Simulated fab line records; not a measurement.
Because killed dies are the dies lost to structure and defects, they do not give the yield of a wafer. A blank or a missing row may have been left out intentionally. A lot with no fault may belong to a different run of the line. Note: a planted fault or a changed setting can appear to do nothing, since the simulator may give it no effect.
Struck lot and sound lot, side by side    flow gf180mcu    14 out of 602 route steps
Sound: wafers L938.3, L938.4, L938.5. The struck wafers were L942.2, L942.3, L942.5. The cause is named last.
Per side, at each step with rows, come the tool, then ch with its chambers, and then its first start. Under that, the readings that differ: sound wafers    struck wafers    difference of the means    sigmas: that difference in standard deviations of wafers without a fault.
alike: same words and numbers on both sides, and readings whose means sit less than 2 such deviations apart. not compared: any withheld reading, any reading some wafer has no value for, any bound like >300 that may hide the same value, and any number with overlapping values for which the record gives no deviation.
The two part at a step that has a row with sigmas, a row that says differs or no value, or rows on one side only. Non-overlapping numbers with no deviation appear without sigmas and do not part them. A reading missing from all wafers of one side parts the sides only when that side holds two or more wafers.

first, 6 steps without rows for these wafers: GF_M4_HMDS_08 (prime time 60 s); GF_M4_COAT_09 (resist thk 1000 nm); GF_M4_SOFTBAKE_10 (time 60 s); GF_M4_EXPOSE_11 (exposes mask Metal4, target cd 280 nm); GF_M4_PEB_12 (peb time 90 s); GF_M4_DEVELOP_13 (develop time 60 s).
GF_M4_CD_MEAS_14: target cd 280 nm.
  struck on cd_sem-01, day 28 07:29; sound on cd_sem-01, day 26 15:53
  alike: cd_nm
GF_M4_OVL_MEAS_15:
  struck on overlay-02, day 28 07:35; sound on overlay-01, day 26 15:59
  alike: M4_OVL
GF_M4_METAL_ETCH_16: etches the open film in Cl2/BCl3, stops on SiO2, target depth 627.5 nm, time 104.6 s.
  sound on rie_metal-03 ch 0,1, day 26 16:02; struck on rie_metal-02 ch 0,1, day 28 07:37
reading                       sound        struck       difference  sigmas
he_backside_leak_sccm (sccm)  3.3 5.9 3.0  3.1 3.3 3.2  -0.9        -2
  alike: drypump_motor_current_A, oes_product_au, throttle_valve_pct
  not compared: rf_hours_counter_h
GF_M4_STRIP_17: strips in O2/N2.
  sound on plasma_asher-03 ch 0,1, day 26 16:09; struck on plasma_asher-03 ch 0, day 28 07:43
  alike: drypump_motor_current_A, heater_power_w, oes_product_au, strip_time_to_endpoint_s
  not compared: rf_hours_counter_h
then, 2 steps without rows for these wafers: GF_M4_STRIP_18 (strips in post etch residue remover, time 1200 s); GF_M4_CLEAN_19 (cleans in DIW).
GF_V4_CVD_00: deposits SiO2, target thk 600 nm, time 100 s.
  sound on hdpcvd-02 ch 0,2, day 26 16:59; struck on hdpcvd-01 ch 0, day 28 08:16
  no value came back on the struck wafers for pressure_mtorr (mTorr), run_length_s (s), sih4_flow_sccm (sccm); on the sound wafers pressure_mtorr (mTorr) reads 6.001 6.010 6.004
GF_PASSIVATION_PROBE_99:
  rows exist in the record for the sound wafers here (prober-02, day 31 19:31), none for the struck ones

== WHERE THEY PART ==
Last at GF_PASSIVATION_PROBE_99 as far as this record goes, first at GF_M4_METAL_ETCH_16.

WHY: whatever the simulator had introduced
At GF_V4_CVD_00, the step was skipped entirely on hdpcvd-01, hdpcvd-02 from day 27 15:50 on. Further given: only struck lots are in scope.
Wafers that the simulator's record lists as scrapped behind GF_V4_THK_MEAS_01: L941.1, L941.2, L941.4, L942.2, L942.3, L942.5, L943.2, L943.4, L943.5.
